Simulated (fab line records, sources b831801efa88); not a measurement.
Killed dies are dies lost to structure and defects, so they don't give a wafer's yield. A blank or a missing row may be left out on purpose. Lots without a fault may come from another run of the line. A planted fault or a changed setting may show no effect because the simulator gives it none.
fab line records | flow sky130
record lots=6 wafers=18 last_day=50
route steps=708 shown PWDE@84 VT_ADJUST_HVTP@85 VT_ADJUST_LVTN@97 VT_ADJUST_NCORE@119 PAD_OPEN@708
lots that met no fault: from a run of the same line without faults
start_h: hours from the record's first day to the start of the lot's first wafer shown | wait_h: hours since the lot's step before | " the same as in the row above | L1.1+2: a row that stands for several wafers | - no value, or no start given | * or withheld: withheld | < > ~ a bound
route shown NAME@n: a module of which the file shows steps, and the number in the route of the first | usual: mean/standard deviation of fault-free wafers | same: alike in all rows | chamber/n: place in a boat | sites: the reading at each site | _std_site: their standard deviation | _edge_site: outer sites' mean less inner sites' | radius_mm: how far each site lies from the wafer's centre | mask NAME#n: copy n | behind: the tool/chamber that last shaped the wafer | hold: why the lot was held/for how many hours/how that ended | device: the transistor (n, p or np) that didn't switch | end of line: the same wafers' tests at the end of the route | a step without rows: its recipe alone | killed: dies lost to structure and defects at the first sort, not the wafer's yield | map: a wafer's dies, x killed, . not, _ none there
set.NAME: the setting as run; set.NAME@STEP: as run at that earlier step | model.NAME: the simulator's own value behind a step, which no gauge read
lots at some steps of the route; a table a step, a row a wafer
services: from which hour (start_h, from the record's first day; less than 0 if before it) a tool's chamber was out of use, for how many hours, and why
## steps
# step SKY_NWELL_RS_MEAS_31
# recipe thk_meas_gauge=four-point-probe
# usual PWDE_RS=5275/18
# columns lot.wafer tool chamber start_h wait_h PWDE_RS[ohm/sq]
L391.2 film_metro-02 - 122.90 0.1 5289
L391.4 " - " " 5277
L391.5 " - " " 5289
L394.1 film_metro-01 - 143.22 0.1 5289
L394.3 " - " " 5285
L394.5 " - " " 5276
L397.2 film_metro-02 - 158.33 0.1 5266
L397.4 " - " " 5269
L397.6 " - " " 5274
L400.3 film_metro-02 - 177.27 0.1 5258
L400.5 " - " " 5280
L400.6 " - " " 5265
L405.2 film_metro-03 - 212.05 0.1 5242
L405.5 " - " " 5260
L405.6 " - " " 5245
L409.1 film_metro-03 - 234.98 0.1 5267
L409.2 " - " " 5251
L409.3 " - " " 5272
# step SKY_VT_ADJUST_HVTP_DEHYDRATE_00
# recipe temp_c=200 time_s=60
# step SKY_VT_ADJUST_HVTP_HMDS_01
# recipe prime_time_s=60 prime_temp_c=120
# step SKY_VT_ADJUST_HVTP_COAT_02
# recipe resist=NOVOLAK spin_rpm=3000 resist_thk_nm=1140
# step SKY_VT_ADJUST_HVTP_SOFTBAKE_03
# recipe temp_c=90 time_s=60 resist=NOVOLAK
# step SKY_VT_ADJUST_HVTP_EXPOSE_04
# recipe mask_id=HVTPM na=0.6 source_shape=conventional sigma_outer=0.6 polarization=unpolarized target_cd_nm=380 dose_mj=140
# step SKY_VT_ADJUST_HVTP_PEB_05
# recipe temp_c=withheld time_s=* resist=NOVOLAK
# step SKY_VT_ADJUST_HVTP_DEVELOP_06
# recipe resist=NOVOLAK developer=TMAH develop_time_s=60 dev_temp_c=23
# step SKY_VT_ADJUST_HVTP_CD_MEAS_07
# recipe target_cd_nm=380
# usual cd_nm=380.7/2.5
# columns lot.wafer tool chamber start_h wait_h cd_nm
L391.2 cd_sem-01 - 141.67 0.1 379.2
L391.4 " - " " 380.7
L391.5 " - " " 382.1
L394.1 cd_sem-01 - 162.90 0.2 380.0
L394.3 " - " " 378.8
L394.5 " - " " 377.6
L397.2 cd_sem-02 - 178.77 0.1 381.3
L397.4 " - " " 381.0
L397.6 " - " " 381.7
L400.3 cd_sem-02 - 198.06 0.1 376.4
L400.5 " - " " 377.6
L400.6 " - " " 379.3
L405.2 cd_sem-01 - 234.84 0.1 383.7
L405.5 " - " " 383.5
L405.6 " - " " 383.7
L409.1 cd_sem-02 - 258.05 0.1 383.3
L409.2 " - " " 382.4
L409.3 " - " " 383.1
# step SKY_VT_ADJUST_HVTP_OVL_MEAS_08
# usual VT_ADJUST_HVTP_OVL=0.1/1.3
# columns lot.wafer tool chamber start_h wait_h VT_ADJUST_HVTP_OVL[nm]
L391.2 overlay-01 - 141.77 0.1 -0.1
L391.4 " - " " 0.4
L391.5 " - " " 0.2
L394.1 overlay-01 - 163.02 0.1 -0.7
L394.3 " - " " -1.4
L394.5 " - " " 1.0
L397.2 overlay-01 - 178.87 0.1 -1.1
L397.4 " - " " -0.9
L397.6 " - " " -4.5
L400.3 overlay-01 - 198.15 0.1 3.3
L400.5 " - " " 1.0
L400.6 " - " " 1.7
L405.2 overlay-01 - 234.95 0.1 0.1
L405.5 " - " " 1.4
L405.6 " - " " 0.6
L409.1 overlay-01 - 258.17 0.1 0.2
L409.2 " - " " -1.3
L409.3 " - " " 0.9
# step SKY_VT_ADJUST_HVTP_IMPLANT_09
# recipe species=As energy_kev=150 dose_cm2=4.3e+12 tilt_deg=withheld
# step SKY_VT_ADJUST_HVTP_STRIP_10
# recipe chemistry=O2/N2 power_w=1400 pressure_mtorr=1500 platen_temp_c=withheld o2_flow_sccm=3000 n2_flow_sccm=300 overash_fraction=0.5
# usual drypump_motor_current_A=5.9/0.48 oes_product_au=0.716/0.0045 strip_time_to_endpoint_s=14.20/0.035
# columns lot.wafer tool chamber start_h wait_h drypump_motor_current_A oes_product_au rf_hours_counter_h strip_time_to_endpoint_s
L391.2 plasma_asher-03 0 141.95 0.1 5.7 0.712 48 14.22
L391.4 " 0 " " 5.7 0.707 - 14.22
L391.5 " 0 " " 5.7 0.710 - 14.21
L394.1 plasma_asher-04 1 163.21 0.1 6.3 0.715 4 14.18
L394.3 " 1 " " 6.2 0.720 - 14.16
L394.5 " 0 " " 6.2 0.715 - 14.16
L397.2 plasma_asher-04 1 179.05 0.1 6.2 0.719 6 14.16
L397.4 " 1 " " 6.2 0.717 - 14.17
L397.6 " 0 " " 6.1 0.712 - 14.16
L400.3 plasma_asher-03 1 198.36 0.1 5.9 0.721 - 14.26
L400.5 " 0 " " 5.7 0.710 - 14.26
L400.6 " 1 " " 5.9 0.710 - 14.30
L405.2 plasma_asher-03 0 235.13 0.1 5.7 0.719 57 14.18
L405.5 " 1 " " 5.9 0.717 - 14.21
L405.6 " 0 " " 5.7 0.713 - 14.22
L409.1 plasma_asher-04 1 258.35 0.1 6.2 0.714 13 14.21
L409.2 " 0 " " 6.2 0.720 13 14.20
L409.3 " 0 " " 6.2 0.718 - 14.23
# step SKY_VT_ADJUST_HVTP_TW_MEAS_11
# usual VT_ADJUST_HVTP_TW=1352/8.1
# columns lot.wafer tool chamber start_h wait_h VT_ADJUST_HVTP_TW
L391.2 film_metro-02 - 142.06 0.1 1357
L391.4 " - " " 1348
L391.5 " - " " 1348
L394.1 film_metro-02 - 163.31 0.1 1355
L394.3 " - " " 1342
L394.5 " - " " 1348
L397.2 film_metro-02 - 179.16 0.1 1349
L397.4 " - " " 1345
L397.6 " - " " 1354
L400.3 film_metro-04 - 198.45 0.1 1341
L400.5 " - " " 1337
L400.6 " - " " 1342
L405.2 film_metro-03 - 235.24 0.1 1355
L405.5 " - " " 1357
L405.6 " - " " 1355
L409.1 film_metro-02 - 258.45 0.1 1359
L409.2 " - " " 1346
L409.3 " - " " 1361
# step SKY_VT_ADJUST_LVTN_DEHYDRATE_00
# recipe temp_c=200 time_s=60
# step SKY_VT_ADJUST_LVTN_HMDS_01
# recipe prime_time_s=60 prime_temp_c=120
# step SKY_VT_ADJUST_LVTN_COAT_02
# recipe spin_rpm=2000 resist_thk_nm=3000
# step SKY_VT_ADJUST_LVTN_SOFTBAKE_03
# recipe temp_c=110 time_s=withheld
# step SKY_VT_ADJUST_LVTN_EXPOSE_04
# recipe mask_id=NWM_COMPLEMENT_LESS_NATIVE na=0.6 source_shape=conventional sigma_outer=0.6 polarization=unpolarized target_cd_nm=840 dose_mj=194
# step SKY_VT_ADJUST_LVTN_PEB_05
# recipe temp_c=115 time_s=withheld
# step SKY_VT_ADJUST_LVTN_DEVELOP_06
# recipe wall_angle_deg=90 developer=TMAH develop_time_s=60 dev_temp_c=23
# step SKY_VT_ADJUST_LVTN_OVL_MEAS_07
# usual VT_ADJUST_LVTN_OVL=-0.6/1.3
# columns lot.wafer tool chamber start_h wait_h VT_ADJUST_LVTN_OVL[nm]
L391.2 overlay-02 - 161.49 - -2.2
L391.4 " - " " -3.5
L391.5 " - " " 0.3
L394.1 overlay-02 - 183.42 - -0.8
L394.3 " - " " -1.9
L394.5 " - " " -2.5
L397.2 overlay-01 - 200.65 - -0.8
L397.4 " - " " -0.5
L397.6 " - " " -0.8
L400.3 overlay-02 - 220.61 - -0.2
L400.5 " - " " -0.3
L400.6 " - " " -1.0
L405.2 overlay-02 - 258.13 - -0.4
L405.5 " - " " -1.5
L405.6 " - " " -3.1
L409.1 overlay-01 - 283.52 - -1.6
L409.2 " - " " -0.3
L409.3 " - " " -0.6
# step SKY_VT_ADJUST_LVTN_IMPLANT_08
# recipe species=B energy_kev=30 dose_cm2=1.57e+12 tilt_deg=withheld
# step SKY_VT_ADJUST_LVTN_STRIP_09
# recipe chemistry=O2/N2 power_w=1400 pressure_mtorr=1500 platen_temp_c=withheld o2_flow_sccm=3000 n2_flow_sccm=300 overash_fraction=0.5
# usual drypump_motor_current_A=5.8/0.37 oes_product_au=0.722/0.0043 strip_time_to_endpoint_s=36.91/0.1
# columns lot.wafer tool chamber start_h wait_h drypump_motor_current_A oes_product_au rf_hours_counter_h strip_time_to_endpoint_s
L391.2 plasma_asher-01 1 161.67 0.1 5.9 0.722 36 37.07
L391.4 " 1 " " 6.0 0.716 - 36.98
L391.5 " 0 " " 6.1 0.721 - 37.01
L394.1 plasma_asher-03 0 183.61 0.1 5.7 0.728 52 37.00
L394.3 " 0 " " 5.7 0.729 - 37.12
L394.5 " 1 " " 5.9 0.720 - 36.93
L397.2 plasma_asher-03 1 200.83 0.1 5.9 0.718 53 36.91
L397.4 " 0 " " 5.7 0.721 - 36.92
L397.6 " 0 " " 5.7 0.725 - 36.95
L400.3 plasma_asher-01 1 220.82 0.1 6.0 0.724 - 37.03
L400.5 " 0 " " 6.1 0.723 - 36.94
L400.6 " 1 " " 6.0 0.725 - 37.10
L405.2 plasma_asher-01 0 258.31 0.1 6.2 0.723 45 36.99
L405.5 " 1 " " 5.9 0.722 - 36.95
L405.6 " 0 " " 6.1 0.722 - 37.05
L409.1 plasma_asher-03 0 283.71 0.1 5.7 0.715 61 36.81
L409.2 " 1 " " 5.9 0.721 61 36.97
L409.3 " 0 " " 5.7 0.721 - 36.75
# step SKY_VT_ADJUST_LVTN_TW_MEAS_10
# usual VT_ADJUST_LVTN_TW=239.4/2.1
# columns lot.wafer tool chamber start_h wait_h VT_ADJUST_LVTN_TW
L391.2 film_metro-01 - 161.78 0.1 240.8
L391.4 " - " " 241.3
L391.5 " - " " 240.4
L394.1 film_metro-03 - 183.71 0.1 242.5
L394.3 " - " " 241.2
L394.5 " - " " 241.1
L397.2 film_metro-04 - 200.94 0.1 240.4
L397.4 " - " " 238.2
L397.6 " - " " 239.8
L400.3 film_metro-03 - 220.90 0.1 242.0
L400.5 " - " " 240.4
L400.6 " - " " 240.5
L405.2 film_metro-04 - 258.42 0.1 238.2
L405.5 " - " " 239.2
L405.6 " - " " 237.0
L409.1 film_metro-01 - 283.81 0.1 243.7
L409.2 " - " " 241.8
L409.3 " - " " 243.3
# step SKY_VT_ADJUST_LVTN_DEHYDRATE_11
# recipe temp_c=200 time_s=60
# step SKY_VT_ADJUST_LVTN_HMDS_12
# recipe prime_time_s=60 prime_temp_c=120
# step SKY_VT_ADJUST_LVTN_COAT_13
# recipe resist=NOVOLAK spin_rpm=3000 resist_thk_nm=1140
# step SKY_VT_ADJUST_LVTN_SOFTBAKE_14
# recipe temp_c=90 time_s=60 resist=NOVOLAK
# step SKY_VT_ADJUST_LVTN_EXPOSE_15
# recipe mask_id=HVN_STD_DERIVED na=0.6 source_shape=conventional sigma_outer=0.6 polarization=unpolarized target_cd_nm=600 dose_mj=163
# step SKY_VT_ADJUST_LVTN_PEB_16
# recipe temp_c=withheld time_s=* resist=NOVOLAK
# step SKY_VT_ADJUST_LVTN_DEVELOP_17
# recipe resist=NOVOLAK developer=TMAH develop_time_s=60 dev_temp_c=23
# step SKY_VT_ADJUST_LVTN_OVL_MEAS_18
# usual VT_ADJUST_LVTN_01_OVL=-0.7/1.4
# columns lot.wafer tool chamber start_h wait_h VT_ADJUST_LVTN_01_OVL[nm]
L391.2 overlay-01 - 181.89 0.1 -3.2
L391.4 " - " " -1.8
L391.5 " - " " -1.6
L394.1 overlay-01 - 204.52 0.1 0.8
L394.3 " - " " -0.8
L394.5 " - " " 2.0
L397.2 overlay-02 - 223.13 0.1 -1.2
L397.4 " - " " -1.3
L397.6 " - " " -0.3
L400.3 overlay-02 - 243.66 0.1 -1.7
L400.5 " - " " -0.1
L400.6 " - " " -1.5
L405.2 overlay-02 - 283.10 0.1 -4.0
L405.5 " - " " -1.3
L405.6 " - " " -1.9
L409.1 overlay-01 - 308.60 0.1 -1.5
L409.2 " - " " -0.6
L409.3 " - " " 0.4
# step SKY_VT_ADJUST_LVTN_IMPLANT_19
# recipe species=B energy_kev=30 dose_cm2=6.5e+11 tilt_deg=withheld
# step SKY_VT_ADJUST_LVTN_STRIP_20
# recipe chemistry=O2/N2 power_w=1400 pressure_mtorr=1500 platen_temp_c=withheld o2_flow_sccm=3000 n2_flow_sccm=300 overash_fraction=0.5
# usual drypump_motor_current_A=5.9/0.45 oes_product_au=0.716/0.0047 strip_time_to_endpoint_s=14.18/0.032
# columns lot.wafer tool chamber start_h wait_h drypump_motor_current_A oes_product_au rf_hours_counter_h strip_time_to_endpoint_s
L391.2 plasma_asher-01 0 182.07 0.1 6.1 0.713 37 14.25
L391.4 " 0 " " 6.2 0.723 - 14.22
L391.5 " 0 " " 6.1 0.723 - 14.22
L394.1 plasma_asher-02 0 204.71 0.1 6.4 0.708 51 14.21
L394.3 " 1 " " 5.0 0.714 - 14.16
L394.5 " 1 " " 5.1 0.715 - 14.14
L397.2 plasma_asher-02 1 223.31 0.1 5.1 0.707 53 14.22
L397.4 " 1 " " 5.1 0.709 - 14.20
L397.6 " 1 " " 5.1 0.715 - 14.19
L400.3 plasma_asher-02 1 243.87 0.1 5.1 0.712 - 14.17
L400.5 " 1 " " 5.1 0.718 - 14.20
L400.6 " 0 " " 6.4 0.721 - 14.23
L405.2 plasma_asher-01 1 283.28 0.1 6.0 0.715 47 14.25
L405.5 " 0 " " 6.1 0.720 - 14.16
L405.6 " 1 " " 5.9 0.709 - 14.14
L409.1 plasma_asher-01 1 308.78 0.1 6.0 0.720 50 14.18
L409.2 " 0 " " 6.2 0.723 50 14.24
L409.3 " 1 " " 6.0 0.719 - 14.18
# step SKY_VT_ADJUST_LVTN_TW_MEAS_21
# usual VT_ADJUST_LVTN_2_TW=187.6/1.5
# columns lot.wafer tool chamber start_h wait_h VT_ADJUST_LVTN_2_TW
L391.2 film_metro-01 - 182.18 0.1 186.8
L391.4 " - " " 187.5
L391.5 " - " " 188.3
L394.1 film_metro-03 - 204.81 0.1 189.0
L394.3 " - " " 188.7
L394.5 " - " " 188.5
L397.2 film_metro-03 - 223.42 0.1 188.0
L397.4 " - " " 188.2
L397.6 " - " " 188.1
L400.3 film_metro-01 - 243.95 0.1 189.6
L400.5 " - " " 189.4
L400.6 " - " " 189.7
L405.2 film_metro-03 - 283.39 0.1 188.0
L405.5 " - " " 187.4
L405.6 " - " " 188.1
L409.1 film_metro-01 - 308.88 0.1 189.2
L409.2 " - " " 188.4
L409.3 " - " " 189.0
# step SKY_VT_ADJUST_NCORE_DEHYDRATE_00
# recipe temp_c=200 time_s=60
# step SKY_VT_ADJUST_NCORE_HMDS_01
# recipe prime_time_s=60 prime_temp_c=120
# step SKY_VT_ADJUST_NCORE_COAT_02
# recipe resist=NOVOLAK spin_rpm=3000 resist_thk_nm=1140
# step SKY_VT_ADJUST_NCORE_SOFTBAKE_03
# recipe temp_c=90 time_s=60 resist=NOVOLAK
# step SKY_VT_ADJUST_NCORE_EXPOSE_04
# recipe mask_id=LVTN_COMPLEMENT_THIN na=0.6 source_shape=conventional sigma_outer=0.6 polarization=unpolarized target_cd_nm=380 dose_mj=139
# step SKY_VT_ADJUST_NCORE_PEB_05
# recipe temp_c=withheld time_s=* resist=NOVOLAK
# step SKY_PAD_OPEN_PROBE_99
# usual killed_at_M0_to_M3=43/6.7 killed_at_M4_up=3.2/1.8 killed_at_contacts=24/4.8 killed_at_front_end=16/4.2 killed_at_other=0.3/0.56 killed_dies=86/8.5 killed_on_rim=17/3.9 killed_open=47/6.7 killed_short=39/6
# same gross_dies=492 killed_at_back_side=0
# columns lot.wafer tool chamber start_h wait_h killed_at_M0_to_M3 killed_at_M4_up killed_at_contacts killed_at_front_end killed_at_other killed_dies killed_on_rim killed_open killed_short
L391.2 prober-02 - 1090.88 0.1 43 1 26 16 0 86 11 49 37
L391.4 prober-02 - 1090.98 0.2 37 5 26 13 0 81 18 43 38
L391.5 prober-02 - 1091.03 0.2 47 1 26 23 0 97 23 47 49
L394.1 prober-01 - 1115.53 0.1 52 3 22 12 1 90 17 48 42
L394.3 prober-01 - 1115.63 0.2 51 3 25 20 3 102 20 52 48
L394.5 prober-01 - 1115.73 0.2 35 3 20 19 1 78 11 39 39
L397.2 prober-02 - 1127.85 0.1 50 5 25 13 0 93 17 51 42
L397.4 prober-02 - 1127.95 0.2 40 3 24 9 1 77 14 44 33
L397.6 prober-02 - 1128.05 0.2 51 2 29 8 0 90 16 59 30
L400.3 prober-01 - 1145.06 0.2 44 3 20 55 0 122 29 42 35
L400.5 prober-01 - 1145.16 0.2 32 5 24 82 0 143 8 47 33
L400.6 prober-01 - 1145.21 0.2 37 4 32 56 0 129 28 38 45
L405.2 prober-02 - 1172.87 0.1 39 2 22 85 0 148 24 46 32
L405.5 prober-02 - 1173.02 0.2 37 4 27 59 0 127 29 40 46
L405.6 prober-02 - 1173.07 0.2 34 0 26 74 0 134 14 42 29
L409.1 prober-02 - 1192.92 0.1 49 4 23 20 0 96 19 53 43
L409.2 prober-02 - 1192.97 0.1 45 1 23 13 1 83 17 44 39
L409.3 prober-02 - 1193.02 0.2 50 2 21 22 0 95 21 50 45
# killed by level:class
L391.2 CONTACT:geometric_particle:open=11 VIA1:geometric_particle:open=11 CONTACT:geometric_particle:short=7 VIA2:geometric_particle:open=7 VIA3:geometric_particle:short=6 FIELD_ISO:geometric_particle:open=5 METAL1:geometric_particle:short=5 METAL2:geometric_particle:short=5
L391.4 CONTACT:geometric_particle:open=10 LI_CONTACT:geometric_particle:open=8 VIA1:geometric_particle:open=8 VIA3:geometric_particle:open=8 FIELD_ISO:geometric_particle:short=5 METAL4:geometric_particle:short=5 LOCAL_INTERCONNECT:geometric_particle:short=4 METAL3:geometric_particle:short=4
L391.5 CONTACT:geometric_particle:open=10 VIA1:geometric_particle:open=10 VIA3:geometric_particle:open=9 CONTACT:geometric_particle:short=7 FIELD_ISO:geometric_particle:short=5 POLY_GATE:geometric_particle:open=5 POLY_GATE:geometric_particle:short=5 METAL2:geometric_particle:short=5
L394.1 VIA1:geometric_particle:open=13 CONTACT:geometric_particle:open=9 VIA3:geometric_particle:open=8 METAL1:geometric_particle:short=6 POLY_GATE:geometric_particle:short=4 LOCAL_INTERCONNECT:geometric_particle:short=4 VIA2:geometric_particle:open=4 VIA1:geometric_particle:short=4
L394.3 VIA1:geometric_particle:open=13 VIA3:geometric_particle:open=8 CONTACT:geometric_particle:open=7 METAL2:geometric_particle:short=7 VIA2:geometric_particle:open=7 LOCAL_INTERCONNECT:geometric_particle:short=6 FIELD_ISO:geometric_particle:short=5 CONTACT:geometric_particle:short=5
L394.5 LI_CONTACT:geometric_particle:open=7 VIA2:geometric_particle:open=6 CONTACT:geometric_particle:short=5 VIA1:geometric_particle:open=5 METAL2:geometric_particle:short=5 FIELD_ISO:geometric_particle:short=4 CONTACT:geometric_particle:open=4 METAL2:geometric_particle:open=4
L397.2 CONTACT:geometric_particle:open=11 VIA1:geometric_particle:open=10 METAL1:geometric_particle:short=7 METAL2:geometric_particle:short=7 VIA3:geometric_particle:open=7 FIELD_ISO:geometric_particle:open=5 LOCAL_INTERCONNECT:geometric_particle:short=5 VIA2:geometric_particle:open=5
L397.4 LI_CONTACT:geometric_particle:open=9 VIA1:geometric_particle:open=8 VIA3:geometric_particle:open=7 LOCAL_INTERCONNECT:geometric_particle:short=5 CONTACT:geometric_particle:open=5 VIA2:geometric_particle:open=5 VIA1:geometric_particle:short=5 POLY_GATE:geometric_particle:short=3
L397.6 VIA1:geometric_particle:open=12 CONTACT:geometric_particle:open=11 LI_CONTACT:geometric_particle:open=11 VIA2:geometric_particle:open=10 VIA3:geometric_particle:open=7 VIA1:geometric_particle:short=4 METAL2:geometric_particle:short=4 METAL3:geometric_particle:short=4
L400.3 VT_ADJUST_HVTP:unspecified=45 VIA1:geometric_particle:open=10 CONTACT:geometric_particle:open=7 CONTACT:geometric_particle:short=6 VIA2:geometric_particle:open=6 LI_CONTACT:geometric_particle:open=5 VIA1:geometric_particle:short=5 METAL1:geometric_particle:short=5
L400.5 VT_ADJUST_HVTP:unspecified=63 LI_CONTACT:geometric_particle:open=8 VIA1:geometric_particle:open=8 POLY_GATE:geometric_particle:open=7 CONTACT:geometric_particle:short=7 CONTACT:geometric_particle:open=6 VIA2:geometric_particle:short=5 FIELD_ISO:geometric_particle:open=4
L400.6 VT_ADJUST_HVTP:unspecified=46 CONTACT:geometric_particle:open=11 VIA1:geometric_particle:open=9 CONTACT:geometric_particle:short=7 METAL2:geometric_particle:short=6 LI_CONTACT:geometric_particle:short=5 LI_CONTACT:geometric_particle:open=5 METAL1:geometric_particle:short=5
L405.2 VT_ADJUST_HVTP:unspecified=70 CONTACT:geometric_particle:open=13 VIA3:geometric_particle:open=8 VIA2:geometric_particle:open=7 VIA1:geometric_particle:open=7 VIA1:geometric_particle:short=5 POLY_GATE:geometric_particle:open=4 VIA2:geometric_particle:short=4
L405.5 VT_ADJUST_HVTP:unspecified=41 CONTACT:geometric_particle:open=11 CONTACT:geometric_particle:short=7 VIA1:geometric_particle:open=7 METAL1:geometric_particle:short=5 VIA1:geometric_particle:short=5 METAL2:geometric_particle:short=5 VIA3:geometric_particle:short=5
L405.6 VT_ADJUST_HVTP:unspecified=63 VIA1:geometric_particle:open=12 LI_CONTACT:geometric_particle:open=8 CONTACT:geometric_particle:short=8 CONTACT:geometric_particle:open=6 METAL2:geometric_particle:short=4 VIA2:geometric_particle:open=4 LOCAL_INTERCONNECT:geometric_particle:short=3
L409.1 VIA1:geometric_particle:open=11 VIA1:geometric_particle:short=9 CONTACT:geometric_particle:open=9 POLY_GATE:geometric_particle:open=6 VIA3:geometric_particle:open=6 VIA3:geometric_particle:short=5 LOCAL_INTERCONNECT:geometric_particle:short=5 METAL1:geometric_particle:short=5
L409.2 VIA1:geometric_particle:open=12 CONTACT:geometric_particle:open=8 FIELD_ISO:geometric_particle:short=6 VIA3:geometric_particle:open=6 LI_CONTACT:geometric_particle:open=5 VIA1:geometric_particle:short=5 CONTACT:geometric_particle:short=4 METAL2:geometric_particle:short=4
L409.3 VIA3:geometric_particle:open=11 CONTACT:geometric_particle:open=9 VIA1:geometric_particle:open=7 FIELD_ISO:geometric_particle:open=6 POLY_GATE:geometric_particle:short=6 LOCAL_INTERCONNECT:geometric_particle:short=6 VIA1:geometric_particle:short=6 METAL2:geometric_particle:short=6
# map L400.5 (x killed, . not)
__________.........._________
________.x......xx..x._______
______....x............x_____
_____....xxxxxx.x..x.....____
____....x..xxx............___
___...xxxxxxxxx........x...__
__..xxxxxxxxxxx...x.x..x.x.._
_.....xxxxxxxxx.x.x..........
_.x...xxxxxxxxxx.....x.....x.
_.x..xxxxxxxxxxx.xx..x....xx.
_.x.....xxxxxx..x....x....x..
_..x.x.x.xx....x.x.x.x.x.x...
_.x...xx.........xx.x...x....
_.x.......x............x..x..
_..x.x.....x..x..x...x..x.x..
__........x........x........_
___........x........x....x.__
____....x.........xxx.x...___
_____............x.....x.____
______.x..x..x......x.x._____
________....x........._______
__________....x....._________
# map L405.2 (x killed, . not)
__________...x.....x_________
________.............._______
______...x..x..........._____
_____xx.x.xx.x...x.......____
____x..xxxxxxx.x.xx....x.x___
___x..xxxxxxxxxx.........x.__
__...xxxxxxxxxxx...........x_
_.x..x.xxxxxxxxx....x.....x..
_.....xxxxxxxxxxx.x.xx....x..
_....xxxxxxxxxx.......x.....x
_.....xxxxxxxxx.x....xxx....x
_.x....xxxxxxxx..........x...
_......x.......x...xx......x.
_.......x.........x..........
_.xx...x.................x...
__............xx..x........._
___..x.............x.....x.__
____.x..x...x...x......x.x___
_____x....x...........xx.____
______.x............xx.x_____
________.....x..x....x_______
__________.....x..x._________
## services
# columns tool chamber start_h hours kind
plasma_asher-01 - 121.51 2.8 pm
plasma_asher-03 - 235.80 0.3 repair
## key
first_sign step=SKY_PAD_OPEN_PROBE_99 reading=killed_at_front_end direction=up sigmas=13 usual=16 struck=68
effect step=SKY_PAD_OPEN_PROBE_99 reading=killed_dies direction=up sigmas=5.6 usual=86 struck=134
met_at SKY_VT_ADJUST_HVTP_STRIP_10
struck_wafers L400.3,L400.5,L400.6,L405.2,L405.5,L405.6
tester_left_out L400,L405
onset_between 141.95 198.36
also_fits SKY_VT_ADJUST_LVTN_STRIP_09:plasma_asher-01
fault kind=chamber_particle_source tool=plasma_asher-03 chamber=- onset_h=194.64 steps=SKY_VT_ADJUST_HVTP_STRIP_10 rate_per_visit_cm2=1.5836 end_h=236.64
# tester_left_out: of these lots the tester's yield and bins aren't shown, on N5 and GAA mostly nor the transistor test; their killed dies are dies lost to structure and defects alone, not to doping, threshold or leakage, so they don't give the yield
